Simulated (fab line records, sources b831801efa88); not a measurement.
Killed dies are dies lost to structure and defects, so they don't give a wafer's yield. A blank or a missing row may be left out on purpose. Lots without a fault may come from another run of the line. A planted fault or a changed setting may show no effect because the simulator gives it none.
A struck lot beside a sound one | flow gf180mcu | 14 steps out of a route of 602
Sound: wafers L602.1, L602.5, L602.6. Struck: wafers L609.1, L609.3. (L609.5 of the same lot was not struck and is left out.) The cause comes at the end.
At each step with rows: each side's tool, then ch and its chambers, then its first start. Under that, the readings that differ: sound wafers | struck wafers | difference of the means | sigmas: that difference in standard deviations of wafers without a fault.
alike: readings whose means differ by less than 2 such deviations, and words and numbers that are the same on both sides. not compared: withheld readings, readings that some wafer has no value for, bounds like >300 that may hide the same value, and numbers for which the record gives no deviation and whose values overlap.
The two part at a step that has a row with sigmas, a row that says differs or no value, or rows on one side only. Numbers that don't overlap but have no deviation are shown without sigmas and don't part them. A reading that every wafer of one side lacks parts them only if that side has two wafers or more.

first, 3 steps without rows for these wafers: GF_V3_STRIP_18 (strips in O2/N2); GF_V3_STRIP_19 (strips in post etch residue remover, time 1200 s); GF_V3_CLEAN_20 (cleans in DIW).
GF_V3_SPUTTER_21: material Ti, target thk 15 nm, time 80.02 s.
  sound on pvd_sputter-01, day 24 00:47; struck on pvd_sputter-04, day 26 07:10
  alike: throttle_valve_pct
GF_V3_SPUTTER_22: material TiN, target thk 10 nm, time 40 s.
  sound on pvd_sputter-01, day 24 00:50; struck on pvd_sputter-04, day 26 07:14
  alike: throttle_valve_pct
then, 1 step without rows for these wafers: GF_V3_CVD_23 (deposits W, target thk 350 nm, time 104.9 s).
GF_V3_RS_MEAS_24: measures by four-point-probe.
  sound on film_metro-04, day 24 00:59; struck on film_metro-02, day 26 07:23
  alike: V3_W_RS
GF_V3_THK_MEAS_25: measures by xrf.
  sound on film_metro-04, day 24 01:07; struck on film_metro-02, day 26 07:31
  reading       | sound       | struck  | difference | sigmas
  V3_W_THK (nm) | 341 344 345 | 331 335 | -10        | -2
GF_V3_CMP_26: polishes, stops on SiO2, t overpolish 15 s, target thk 0 nm.
  sound on cmp-01 ch 2,3, day 24 01:14; struck on cmp-01 ch 2,3, day 26 07:34
  alike: motor_current_A, overpolish_run_s, time_to_endpoint_s
then, 2 steps without rows for these wafers: GF_M4_SPUTTER_00 (material Ti, target thk 37.5 nm, time 150 s); GF_M4_SPUTTER_01 (material TiN, target thk 30 nm, time 25 s).
GF_M4_SPUTTER_02: material AlCu, target thk 450 nm, time 23.9 s.
  sound on pvd_sputter-03, day 24 01:40; struck on pvd_sputter-03, day 26 08:00
  alike: throttle_valve_pct
GF_M4_SPUTTER_03: material Ti, target thk 10 nm, time 6.7 s.
  sound on pvd_sputter-03, day 24 01:41; struck on pvd_sputter-03, day 26 08:02
  reading                               | sound          | struck      | difference | sigmas
  model.Ti_of_M4_SPUTTER_03.thk_nm (nm) | 10.01 10.11 10 | 9.801 9.764 | -0.258     |
  alike: throttle_valve_pct
GF_M4_SPUTTER_04: material TiN, target thk 50 nm, time 41.7 s.
  sound on pvd_sputter-03, day 24 01:43; struck on pvd_sputter-03, day 26 08:03
  alike: throttle_valve_pct

WHERE THEY PART
Only at GF_V3_THK_MEAS_25, within this record. Later steps at which nothing parts them and some readings are alike: GF_V3_CMP_26, GF_M4_SPUTTER_02, GF_M4_SPUTTER_03, GF_M4_SPUTTER_04.

WHY: what the simulator had put in
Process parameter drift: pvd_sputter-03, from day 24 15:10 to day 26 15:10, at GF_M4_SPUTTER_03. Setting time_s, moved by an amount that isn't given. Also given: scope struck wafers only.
